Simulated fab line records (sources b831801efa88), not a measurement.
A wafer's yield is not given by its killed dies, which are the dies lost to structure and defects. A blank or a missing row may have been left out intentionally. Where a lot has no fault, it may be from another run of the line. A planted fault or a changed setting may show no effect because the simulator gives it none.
A struck lot beside a sound one + flow sky130 + 17 steps out of a route of 708
Sound: the wafers L345.1, L345.3, L345.5. Struck: wafers L350.1, L350.2, L350.6. At the end, the cause is stated.
Each step with rows lists, per side, the tool, then ch with its chambers, then its first start. Under that, the readings that differ: sound wafers + struck wafers + difference of the means + sigmas: that difference in standard deviations of wafers without a fault.
alike: readings with means less than 2 such deviations apart, plus words and numbers identical on both sides. not compared: withheld readings, readings lacking a value on some wafer, bounds such as >300 that could conceal the same value, and numbers that have no deviation in the record and whose values overlap.
A row with sigmas, a row that says differs or no value, or rows on one side alone: a step with any of these is where the two part. Non-overlapping numbers with no deviation appear without sigmas and do not part them. A reading that every wafer of one side lacks parts them only if that side has two wafers or more.

SKY_METAL5_SPUTTER_01: material TiN, target thk 20 nm, time 16.7 s.
  sound: pvdSputter-02 at day 46 20:49; struck: pvdSputter-01 at day 47 15:49
  alike: throttleValvePct
SKY_METAL5_SPUTTER_02: material AlCu, target thk 1150 nm, time 59.67 s.
  sound: pvdSputter-02 at day 46 20:51; struck: pvdSputter-01 at day 47 15:50
  alike: throttleValvePct
SKY_METAL5_SPUTTER_03: material Ti, target thk 5 nm, time 3.3 s.
  sound: pvdSputter-02 at day 46 20:54; struck: pvdSputter-01 at day 47 15:53
  alike: throttleValvePct
SKY_METAL5_SPUTTER_04: material TiN, target thk 70 nm, time 58.3 s.
  sound: pvdSputter-02 at day 46 20:55; struck: pvdSputter-01 at day 47 15:55
  alike: throttleValvePct
SKY_METAL5_RS_MEAS_05: the measuring method here is four-point-probe.
  sound: filmMetro-03 at day 46 20:58; struck: filmMetro-04 at day 47 15:58
  alike: METAL5_ALCU_RS
SKY_METAL5_THK_MEAS_06: measures by xrf.
  sound: filmMetro-03 at day 46 21:05; struck: filmMetro-04 at day 47 16:05
| reading              | sound          | struck         | difference | sigmas |
|----------------------|----------------|----------------|------------|--------|
| METAL5_ALCU_THK (nm) | 1101 1089 1103 | 1146 1127 1147 | +42        | +2     |
then, 6 steps without rows for these wafers: SKY_METAL5_DEHYDRATE_07 (time 60 s); SKY_METAL5_HMDS_08 (prime time 60 s); SKY_METAL5_COAT_09 (resist thk 1800 nm); SKY_METAL5_SOFTBAKE_10 (time 60 s); SKY_METAL5_EXPOSE_11 (exposes mask MM5, target cd 1600 nm); SKY_METAL5_PEB_12.
SKY_METAL5_DEVELOP_13: develop time 60 s.
  sound on lithoTrack-03 ch 0, day 47 15:40; struck on lithoTrack-02 ch 0, day 48 10:46
SKY_METAL5_DESCUM_14: chemistry O2, time 11 s.
  sound on rieMetal-02 ch 0,1, day 47 15:49; struck on rieMetal-01 ch 0, day 48 10:55
| reading                | sound          | struck         | difference | sigmas |
|------------------------|----------------|----------------|------------|--------|
| model.METAL5.cdNm (nm) | 1597 1597 1597 | 1619 1617 1617 | +21        |        |
  alike: drypumpMotorCurrentA, oesProductAu
  not compared: rfHoursCounterH
SKY_METAL5_METAL_ETCH_15: etches the open film in Cl2/BCl3, stops on SiO2, target depth 1260 nm, time 239.8 s.
  sound on rieMetal-02 ch 0,1, day 47 15:51; struck on rieMetal-01 ch 0, day 48 10:59
| reading                | sound          | struck         | difference | sigmas |
|------------------------|----------------|----------------|------------|--------|
| model.METAL5.cdNm (nm) | 1607 1608 1598 | 1638 1634 1635 | +31        |        |
  alike: drypumpMotorCurrentA, oesProductAu, throttleValvePct
  not compared: rfHoursCounterH
SKY_METAL5_STRIP_16: strips in O2/N2.
  sound on plasmaAsher-04 ch 0,1, day 47 16:05; struck on plasmaAsher-04 ch 0,1, day 48 11:28
  alike: drypumpMotorCurrentA, oesProductAu, stripTimeToEndpointS
  not compared: rfHoursCounterH
SKY_PAD_OPEN_PROBE_99:
  sound: prober-02 at day 49 08:59; struck: prober-02 at day 50 02:05
| reading                       | sound          | struck         | difference | sigmas |
|-------------------------------|----------------|----------------|------------|--------|
| model.etest.met5.widthNm (nm) | 1606 1611 1602 | 1636 1637 1634 | +29        |        |
  alike: defectLimitedYield, killed_at_M0_to_M3, killed_at_M4_up, killedAtContacts, killedAtFrontEnd, killedAtOther, killedDies, killedOpen, killedShort, sort_bin_3_pad_short, sort_bin_5_function, sort_bin_6_memory, sortNPass, sortYieldPct

WHERE THEY PART
Only at SKY_METAL5_THK_MEAS_06, as far as this record shows. Later steps at which nothing parts them and some readings are alike: SKY_METAL5_DESCUM_14, SKY_METAL5_METAL_ETCH_15, SKY_METAL5_STRIP_16, SKY_PAD_OPEN_PROBE_99.

WHY: what had been put in by the simulator
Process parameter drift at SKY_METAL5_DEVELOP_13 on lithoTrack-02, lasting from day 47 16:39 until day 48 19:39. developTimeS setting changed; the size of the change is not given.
